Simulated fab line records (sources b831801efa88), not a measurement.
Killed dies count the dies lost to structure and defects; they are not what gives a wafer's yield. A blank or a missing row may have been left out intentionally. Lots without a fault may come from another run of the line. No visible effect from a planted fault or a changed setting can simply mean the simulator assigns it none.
The tool behind it: which one? ; flow gf180mcu ; route of 602 steps, sampled at 1 step: 6 lots, 18 wafers

WHAT EACH GAUGE READ, for each wafer
GF_NWELL_OVL_MEAS_07.
lot;measured;on;NWELL_OVL (nm)
L612;day 3 12:35;overlay-01;0.1 -1.6 0.8
L618;day 4 22:59;overlay-02;-0.5 0.2 1.1
L625;day 6 11:49;overlay-02;-2.0 -0.9 -0.8
L628;day 7 05:32;overlay-02;1.2 0.7 2.6
L630;day 7 15:17;overlay-02;0.7 -0.8 -3.4
L632;day 8 01:41;overlay-02;-0.9 -1.3 -1.8

TOOL THAT RAN EACH LOT (tool first, then ch and the chambers of the sampled wafers, then the start)
The record holds no process step before these readings.

THE ANSWER, worked out from the rows above alone
Rule: what is usual is taken from the lots themselves. Put in order of their means at a reading, lots are off if they are a third of the lots or fewer, leave a main group of 4 or more, and stand apart from it by a gap of 3 or more times the standard deviation of the main group's means; of several such gaps the widest counts. The tables above print the reading to a certain number of digits; a main group whose means all agree to those digits is not used. Also off: a lot with no number at a reading for which 4 or more lots have one. The other lots that the step has rows for count as sound.
No lot is off on any of the readings shown, so nothing can be concluded from this.

WHAT THE SIMULATOR HAD INSERTED
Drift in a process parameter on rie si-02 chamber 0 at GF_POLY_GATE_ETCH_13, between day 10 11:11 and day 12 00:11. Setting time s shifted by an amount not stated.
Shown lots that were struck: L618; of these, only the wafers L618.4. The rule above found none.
